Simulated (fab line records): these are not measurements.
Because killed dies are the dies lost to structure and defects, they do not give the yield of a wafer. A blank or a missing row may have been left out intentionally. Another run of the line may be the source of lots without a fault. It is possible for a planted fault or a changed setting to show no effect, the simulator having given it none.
fab line records	flow sky130
record: lots: 5	wafers: 15	last_day: 50
route steps=708 shown METAL1@457 VIA1@458 PAD_OPEN@708
lots untouched by any fault: they come from a run of this same line in which no faults occurred
start_h: start of the lot's first displayed wafer, in hours after the record's first day	wait_h: how many hours have passed since the lot's step before this one	" identical to the entry in the row above	L1.1+2: several wafers, shown together as one row	- value missing, or start not given	* or withheld: withheld	< > ~ a bound
route shown NAME@n: a module of which the file shows steps, and the number in the route of the first	usual: mean/standard deviation of fault-free wafers	same: alike in all rows	chamber/n: place in a boat	sites: the reading at each site	_std_site: the standard deviation of these	_edge_site: outer sites' mean less inner sites'	radius_mm: for every site, how far away it sits from the centre of the wafer	mask NAME#n: copy n	behind: the most recent tool/chamber to have shaped the wafer	hold: the reason the lot was held/the length of the hold in hours/how it ended	device: which transistor (n, p or np) failed to switch	end of line: the tests these same wafers got at the end of their route	where a step has no rows: the recipe by itself	killed: dies that structure and defects cost at the first sort, which is not the same as the wafer's yield	map: per-die view of a wafer (x killed, . not killed, _ where there is no die)
set.NAME: setting as actually run; set.NAME@STEP: the setting as run at that earlier step	model.NAME: the simulator's own value behind a step, which no gauge read
certain route steps with their lots: each step a table, each wafer a row
services: the hour from which a tool's chamber was out of use, counted from the record's first day as start_h (under 0 if before that day), plus the number of hours and why
== steps ==
step: SKY_METAL1_CLEAN_23
recipe: chemistry: O3/DIW	dry: n2_spin
step: SKY_VIA1_HDPCVD_00
recipe: material: SiO2	target_thk_nm: 1030	sigma_open_frac: 0.3	time_s: 171.7	temp_c: 400	sih4_flow_sccm: 60	pressure_mtorr: 6
step: SKY_VIA1_THK_MEAS_01
recipe: reads: SiO2_of_VIA1_HDPCVD_00
usual: VIA1_HDPCVD_THK: 1028/8.7
lot.wafer	tool	chamber	start_h	wait_h	VIA1_HDPCVD_THK[nm]
L805.2	film_metro-01	-	782.70	0.1	1037
L805.4	"	-	"	"	1025
L805.6	"	-	"	"	1014
L813.2	film_metro-01	-	843.30	0.1	1011
L813.4	"	-	"	"	1018
L813.6	"	-	"	"	1019
L817.1	film_metro-02	-	875.39	0.1	1026
L817.4	"	-	"	"	1025
L817.5	"	-	"	"	1025
L821.1	film_metro-02	-	909.61	0.1	1035
L821.3	"	-	"	"	1034
L821.4	"	-	"	"	1046
L826.3	film_metro-02	-	934.78	0.1	1027
L826.5	"	-	"	"	1032
L826.6	"	-	"	"	1037
step: SKY_VIA1_CMP_02
recipe: material: SiO2	down_force_psi: 4	platen_rpm: 60	pad_velocity_m_s: 0.94248
usual: motor_current_A: 11.4/0.97	retaining_ring_pressure_frac: 0.999/0.0053
lot.wafer	tool	chamber	start_h	wait_h	motor_current_A	retaining_ring_pressure_frac
L805.4	cmp-02	2	782.75	0.0	9.2	0.997
L805.2	"	0	"	"	10.5	1.007
L805.6	"	3	"	"	12.3	0.991
L813.2	cmp-02	3	843.35	0.0	11.6	1.007
L813.4	"	2	"	"	9.6	1.000
L813.6	"	0	"	"	10.9	0.989
L817.4	cmp-02	0	875.50	0.1	11.1	1.002
L817.1	"	1	"	"	11.6	1.001
L817.5	"	0	"	"	10.9	1.005
L821.4	cmp-01	2	909.67	0.0	12.8	0.995
L821.3	"	3	"	"	12.3	0.997
L821.1	"	0	"	"	11.8	0.997
L826.3	cmp-02	0	935.07	0.3	11.0	0.987
L826.6	"	1	"	"	11.0	0.993
L826.5	"	2	"	"	8.9	0.992
step: SKY_VIA1_BOW_MEAS_03
recipe: mode: bow
usual: VIA1_BOW: 80/7
lot.wafer	tool	chamber	start_h	wait_h	VIA1_BOW[um]
L805.2	film_metro-04	-	783.07	0.2	89
L805.4	"	-	"	"	74
L805.6	"	-	"	"	90
L813.2	film_metro-04	-	843.67	0.3	76
L813.4	"	-	"	"	92
L813.6	"	-	"	"	64
L817.1	film_metro-02	-	875.75	0.1	83
L817.4	"	-	"	"	85
L817.5	"	-	"	"	74
L821.1	film_metro-04	-	909.97	0.1	69
L821.3	"	-	"	"	75
L821.4	"	-	"	"	79
L826.3	film_metro-01	-	935.26	0.1	86
L826.5	"	-	"	"	83
L826.6	"	-	"	"	84
step: SKY_VIA1_DEHYDRATE_04
recipe: temp_c: 200	time_s: 60
step: SKY_VIA1_HMDS_05
recipe: prime_time_s: 60	prime_temp_c: 120
step: SKY_VIA1_COAT_06
recipe: resist: BARC	temp_c: withheld	time_s: withheld	spin_rpm: 3000	resist_thk_nm: 60
step: SKY_VIA1_COAT_07
recipe: resist: KrF-thick	spin_rpm: 3000	resist_thk_nm: 450
step: SKY_VIA1_SOFTBAKE_08
recipe: temp_c: 100	time_s: 90	resist: KrF-thick
step: SKY_VIA1_EXPOSE_09
recipe: mask_id: VIM	na: 0.8	source_shape: annular	sigma_inner: 0.55	sigma_outer: 0.85	target_cd_nm: 150	dose_mj: 38
step: SKY_VIA1_PEB_10
recipe: peb_temp_c: withheld	peb_time_s: withheld	resist: KrF-thick
step: SKY_VIA1_DEVELOP_11
recipe: develop_time_s: 60	resist: KrF-thick	dev_temp_c: 21
usual: developer_temp_C: 21.01/0.1
lot.wafer	tool	chamber	start_h	wait_h	developer_temp_C
L805.2	litho_track-03	0	809	-	20.76
L805.4	"	0	"	"	20.88
L805.6	"	0	"	"	20.94
L813.2	litho_track-01	0	869	-	21.13
L813.4	"	0	870	-	21.10
L813.6	"	0	"	"	21.23
L817.1	litho_track-03	0	901	-	21.04
L817.4	"	0	"	"	20.98
L817.5	"	0	"	"	21.06
L821.1	litho_track-01	0	934	-	21.10
L821.3	"	0	"	"	21.03
L821.4	"	0	"	"	20.85
L826.3	litho_track-02	0	959	-	20.96
L826.5	"	0	"	"	21.00
L826.6	"	0	"	"	20.98
step: SKY_VIA1_CD_MEAS_12
recipe: target_cd_nm: 150
usual: cd_nm: 150.7/1.8
lot.wafer	tool	chamber	start_h	wait_h	cd_nm
L805.2	cd_sem-02	-	809.70	-	149.4
L805.4	"	-	"	"	148.2
L805.6	"	-	"	"	145.8
L813.2	cd_sem-01	-	870.12	-	149.9
L813.4	"	-	"	"	149.5
L813.6	"	-	"	"	149.3
L817.1	cd_sem-01	-	901.43	-	145.9
L817.4	"	-	"	"	144.4
L817.5	"	-	"	"	142.6
L821.1	cd_sem-02	-	934.95	-	154.0
L821.3	"	-	"	"	153.5
L821.4	"	-	"	"	152.6
L826.3	cd_sem-01	-	959.18	-	149.1
L826.5	"	-	"	"	149.4
L826.6	"	-	"	"	148.8
step: SKY_VIA1_OVL_MEAS_13
usual: VIA1_OVL: -2/5.6
lot.wafer	tool	chamber	start_h	wait_h	VIA1_OVL[nm]
L805.2	overlay-02	-	809.81	0.1	-5
L805.4	"	-	"	"	-1
L805.6	"	-	"	"	3
L813.2	overlay-01	-	870.22	0.1	5
L813.4	"	-	"	"	-5
L813.6	"	-	"	"	5
L817.1	overlay-01	-	901.55	0.1	-4
L817.4	"	-	"	"	-8
L817.5	"	-	"	"	0
L821.1	overlay-01	-	935.07	0.1	-4
L821.3	"	-	"	"	-1
L821.4	"	-	"	"	3
L826.3	overlay-02	-	959.27	0.1	-1
L826.5	"	-	"	"	-3
L826.6	"	-	"	"	-5
step: SKY_VIA1_ETCH_14
recipe: chemistry: N2/H2	target: BARC	ion_energy_ev: 200	source_w: 500	bias_w: 100	pressure_mtorr: 30	n2_flow_sccm: 100	h2_flow_sccm: 200	stop_on: SiO2	time_s: 45.9	target_depth_a: 600
usual: chamber_pressure_mTorr: 30.005/0.026	drypump_motor_current_A: 5.88/0.3	oes_product_au: 0.854/0.005	throttle_valve_pct: 13.225/0.0085
same: time_s: 45.9
lot.wafer	tool	chamber	start_h	wait_h	chamber_pressure_mTorr	drypump_motor_current_A	oes_product_au	rf_hours_counter_h	throttle_valve_pct	model.VIA1.cd_nm
L805.2	rie_diel-02	1	809.84	0.0	29.954	5.74	0.855	13	13.213	149.1
L805.4	"	3	"	"	29.972	6.04	0.856	21	13.221	148.3
L805.6	"	3	"	"	30.002	6.03	0.857	-	13.245	146.3
L813.2	rie_diel-02	1	870.25	0.0	30.005	5.72	0.859	14	13.218	149.8
L813.4	"	3	"	"	29.982	5.99	0.858	22	13.226	149.5
L813.6	"	2	"	"	29.966	6.17	0.850	-	13.221	150
L817.1	rie_diel-04	0	901.59	0.0	30.014	6.16	0.845	2	13.225	145.8
L817.4	"	2	"	"	30.026	5.36	0.853	19	13.228	144.2
L817.5	"	0	"	"	29.964	6.15	0.856	-	13.223	142.6
L821.1	rie_diel-02	3	935.10	0.0	30.015	6.02	0.869	25	13.232	153.8
L821.3	"	2	"	"	29.999	6.17	0.862	17	13.233	153.6
L821.4	"	0	"	"	30.039	5.44	0.852	11	13.237	152.1
L826.3	rie_diel-04	2	959.29	0.0	29.960	5.34	0.849	21	13.225	148.1
L826.5	"	2	"	"	30.004	5.37	0.844	-	13.224	148.8
L826.6	"	1	"	"	30.051	6.16	0.848	-	13.232	150.3
step: SKY_VIA1_ETCH_15
recipe: target: SiO2	chemistry: C4F8/O2/Ar	target_depth_nm: 351	stop_on: TiN	mask_material: KrF-thick	source_w: 1500	bias_w: 1200	pressure_mtorr: 40	c4f8_flow_sccm: withheld	O2_flow_sccm: 6	Ar_flow_sccm: 300	time_s: 54
usual: chamber_pressure_mTorr: 40.00/0.041	oes_product_au: 0.982/0.0054
same: time_s: 54
lot.wafer	tool	chamber	start_h	wait_h	chamber_pressure_mTorr	oes_product_au	rf_hours_counter_h
L805.2	rie_diel-02	1	809.88	0.0	40.01	0.987	13
L805.4	"	3	"	"	39.91	0.988	21
L805.6	"	3	"	"	40.04	0.985	-
L813.2	rie_diel-02	1	870.29	0.0	40.05	0.976	14
L813.4	"	3	"	"	39.97	0.989	22
L813.6	"	2	"	"	40.04	0.981	-
L817.1	rie_diel-04	0	901.63	0.0	39.98	0.986	2
L817.4	"	2	"	"	40.05	0.998	19
L817.5	"	0	"	"	40.02	0.980	-
L821.1	rie_diel-02	3	935.15	0.0	39.99	0.969	25
L821.3	"	2	"	"	40.01	0.983	17
L821.4	"	0	"	"	39.95	0.986	11
L826.3	rie_diel-04	2	959.34	0.0	40.03	0.979	21
L826.5	"	2	"	"	39.97	0.979	-
L826.6	"	1	"	"	40.02	0.976	-
step: SKY_PAD_OPEN_PROBE_99
usual: defect_limited_yield: 82.2/1.9	killed_at_M0_to_M3: 44/6.9	killed_at_M4_up: 3.3/1.8	killed_at_contacts: 24/5	killed_at_front_end: 16/4.6	killed_at_other: 0.2/0.42	killed_dies: 88/9.2	killed_open: 48/7.3	killed_short: 40/6.5	sort_bin_3_pad_short: 0.9/0.43	sort_bin_5_function: 10.6/1.5	sort_bin_6_memory: 6.4/1.1	sort_n_pass: 404/9.2	sort_yield_pct: 82.2/1.9
same: gross_dies: 492	killed_at_back_side: 0	sort_bin_4_leakage[%]: 0	sort_bin_8_speed[%]: 0
lot.wafer	tool	chamber	start_h	wait_h	defect_limited_yield[%]	killed_at_M0_to_M3	killed_at_M4_up	killed_at_contacts	killed_at_front_end	killed_at_other	killed_dies	killed_open	killed_short	sort_bin_3_pad_short[%]	sort_bin_5_function[%]	sort_bin_6_memory[%]	sort_n_pass	sort_yield_pct[%]	model.etest.via1_chain.rc_ohm
L805.2	prober-01	-	1087.13	0.1	82.5	54	3	18	11	0	86	42	44	1.6	10.8	5.1	406	82.5	15.73
L805.4	prober-01	-	1087.23	0.2	82.3	42	3	24	17	1	87	52	35	1.0	11.0	5.7	405	82.3	16.56
L805.6	prober-01	-	1087.33	0.2	80.9	53	6	20	15	0	94	47	47	1.4	11.4	6.3	398	80.9	17.29
L813.2	prober-01	-	1133.84	0.1	79.7	57	2	19	22	0	100	53	47	0.8	13.0	6.5	392	79.7	16.87
L813.4	prober-01	-	1133.94	0.2	78.0	45	2	29	32	0	108	59	49	2.0	14.0	5.9	384	78.0	16.14
L813.6	prober-01	-	1134.04	0.2	80.3	47	4	28	18	0	97	59	38	1.4	12.0	6.3	395	80.3	14.86
L817.1	prober-01	-	1158.77	0.1	81.9	44	4	20	21	0	89	48	39	0.6	10.4	7.1	403	81.9	17.9
L817.4	prober-01	-	1158.92	0.2	82.9	37	2	24	20	1	84	47	37	1.2	9.8	6.1	408	82.9	17.62
L817.5	prober-01	-	1158.97	0.2	80.5	49	2	22	23	0	96	45	50	1.8	10.0	7.7	396	80.5	19.25
L821.1	prober-02	-	1181.00	0.1	83.9	33	8	23	14	1	79	31	47	1.0	8.7	6.3	413	83.9	15.19
L821.3	prober-02	-	1181.10	0.2	83.3	48	1	24	9	0	82	42	40	1.2	8.9	6.5	410	83.3	15.36
L821.4	prober-02	-	1181.15	0.2	83.7	44	4	22	9	1	80	47	33	0.4	9.6	6.3	412	83.7	17.16
L826.3	prober-02	-	1198.24	0.2	83.9	44	0	25	10	0	79	50	29	1.0	10.0	5.1	413	83.9	16.13
L826.5	prober-02	-	1198.34	0.2	83.7	37	2	29	12	0	80	45	35	0.6	9.6	6.1	412	83.7	15.56
L826.6	prober-02	-	1198.39	0.2	80.7	56	4	24	10	1	95	49	46	1.2	12.2	5.9	397	80.7	15.76
killed by level:class
L805.2 VIA2:geometric_particle:open=11 VIA1:geometric_particle:open=9 CONTACT:geometric_particle:open=7 METAL1:geometric_particle:short=7 LI_CONTACT:geometric_particle:short=5 METAL2:geometric_particle:short=5 METAL3:geometric_particle:short=5 CONTACT:geometric_particle:short=4
L805.4 CONTACT:geometric_particle:open=12 VIA1:geometric_particle:open=9 VIA2:geometric_particle:open=7 VIA1:geometric_particle:short=6 POLY_GATE:geometric_particle:open=5 POLY_GATE:geometric_particle:short=5 VIA3:geometric_particle:open=5 LI_CONTACT:geometric_particle:open=4
L805.6 VIA1:geometric_particle:short=10 LI_CONTACT:geometric_particle:open=8 VIA2:geometric_particle:open=8 FIELD_ISO:geometric_particle:short=7 VIA1:geometric_particle:open=7 VIA3:geometric_particle:open=7 CONTACT:geometric_particle:short=5 METAL1:geometric_particle:short=5
L813.2 VIA1:geometric_particle:open=17 VIA3:geometric_particle:open=9 FIELD_ISO:geometric_particle:short=8 LI_CONTACT:geometric_particle:open=6 VIA1:geometric_particle:short=6 FIELD_ISO:geometric_particle:open=5 VIA2:geometric_particle:short=5 CONTACT:geometric_particle:open=5
L813.4 CONTACT:geometric_particle:open=16 FIELD_ISO:geometric_particle:short=12 VIA1:geometric_particle:open=9 FIELD_ISO:geometric_particle:open=7 METAL1:geometric_particle:short=6 POLY_GATE:geometric_particle:open=5 VIA2:geometric_particle:open=5 LI_CONTACT:geometric_particle:open=5
L813.6 VIA1:geometric_particle:open=15 CONTACT:geometric_particle:open=10 LOCAL_INTERCONNECT:geometric_particle:short=7 VIA3:geometric_particle:open=7 FIELD_ISO:geometric_particle:open=6 LI_CONTACT:geometric_particle:open=5 CONTACT:geometric_particle:short=5 METAL2:geometric_particle:short=5
L817.1 CONTACT:geometric_particle:open=10 VIA3:geometric_particle:open=8 VIA1:geometric_particle:open=7 FIELD_ISO:geometric_particle:open=6 VIA2:geometric_particle:open=6 FIELD_ISO:geometric_particle:short=5 LI_CONTACT:geometric_particle:open=5 METAL2:geometric_particle:short=5
L817.4 VIA1:geometric_particle:open=14 CONTACT:geometric_particle:open=9 LI_CONTACT:geometric_particle:open=7 FIELD_ISO:geometric_particle:short=6 POLY_GATE:geometric_particle:short=5 POLY_GATE:geometric_particle:open=4 LOCAL_INTERCONNECT:geometric_particle:short=4 METAL2:geometric_particle:short=4
L817.5 METAL2:geometric_particle:short=11 VIA3:geometric_particle:open=10 FIELD_ISO:geometric_particle:open=9 CONTACT:geometric_particle:open=8 METAL1:geometric_particle:short=6 FIELD_ISO:geometric_particle:short=5 LI_CONTACT:geometric_particle:open=5 CONTACT:geometric_particle:short=5
L821.1 LI_CONTACT:geometric_particle:open=8 METAL4:geometric_particle:short=8 POLY_GATE:geometric_particle:short=6 VIA3:geometric_particle:short=6 CONTACT:geometric_particle:open=5 VIA1:geometric_particle:short=5 LOCAL_INTERCONNECT:geometric_particle:short=4 CONTACT:geometric_particle:short=4
L821.3 LI_CONTACT:geometric_particle:open=12 METAL1:geometric_particle:short=11 VIA1:geometric_particle:open=7 VIA3:geometric_particle:open=7 VIA1:geometric_particle:short=5 VIA2:geometric_particle:open=5 METAL3:geometric_particle:short=4 CONTACT:geometric_particle:open=4
L821.4 VIA2:geometric_particle:open=13 CONTACT:geometric_particle:open=10 VIA1:geometric_particle:open=10 METAL2:geometric_particle:short=6 LOCAL_INTERCONNECT:geometric_particle:short=4 CONTACT:geometric_particle:short=4 FIELD_ISO:geometric_particle:open=3 FIELD_ISO:geometric_particle:short=3
L826.3 CONTACT:geometric_particle:open=14 VIA1:geometric_particle:open=13 METAL2:geometric_particle:short=8 VIA3:geometric_particle:open=6 METAL1:geometric_particle:short=5 VIA2:geometric_particle:open=5 CONTACT:geometric_particle:short=4 LOCAL_INTERCONNECT:geometric_particle:short=3
L826.5 CONTACT:geometric_particle:open=14 VIA1:geometric_particle:open=9 LOCAL_INTERCONNECT:geometric_particle:short=7 FIELD_ISO:geometric_particle:short=5 VIA2:geometric_particle:open=5 VIA1:geometric_particle:short=5 CONTACT:geometric_particle:short=4 METAL2:geometric_particle:open=4
L826.6 VIA1:geometric_particle:open=11 CONTACT:geometric_particle:open=10 METAL2:geometric_particle:short=10 METAL1:geometric_particle:short=8 VIA3:geometric_particle:short=7 VIA3:geometric_particle:open=7 POLY_GATE:geometric_particle:open=5 LI_CONTACT:geometric_particle:open=4
== services ==
tool	chamber	start_h	hours	kind
litho_track-01	-	780.07	-	consumable_replace:filter
cmp-01	-	782.97	0.9	repair
rie_diel-04	0	785.82	-	clean
rie_diel-04	0	785.82	22.2	scheduled_down
rie_diel-04	0	785.82	22.2	vent_cycle
rie_diel-02	1	789.25	8.6	repair
rie_diel-04	-	807.14	4.0	pm
rie_diel-02	-	860.85	1.1	repair
cmp-01	-	880.53	0.4	repair
cmp-02	-	883.50	0.4	repair
cmp-01	-	912.16	4.0	pm
rie_diel-02	-	914.95	2.8	pm
cmp-01	-	916.16	-	consumable_replace:conditioner
cmp-01	-	916.16	-	consumable_replace:pad
litho_track-02	-	944.07	-	consumable_replace:filter
rie_diel-02	-	946.93	28.1	pm
== key ==
first_sign: step: SKY_VIA1_CD_MEAS_12	reading: cd_nm	direction: down	sigmas: 3.5	usual: 150.7	struck: 144.3
effect none on later readings
model_effect: step: SKY_VIA1_ETCH_14	value: VIA1.cd_nm	without: 149.1	struck: 144.2
model_effect: step: SKY_PAD_OPEN_PROBE_99	value: etest.via1_chain.rc_ohm	without: 17.1	struck: 18.26
met_at SKY_VIA1_DEVELOP_11
struck_wafers L817.1,L817.4,L817.5
onset_between 809 901
fault: kind: process_parameter_drift	tool: litho_track-03	chamber: -	onset_h: 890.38	steps: SKY_VIA1_DEVELOP_11	channel: develop_time_s	offset: *	shape: step	end_h: 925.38	acts_in: *	stated: *
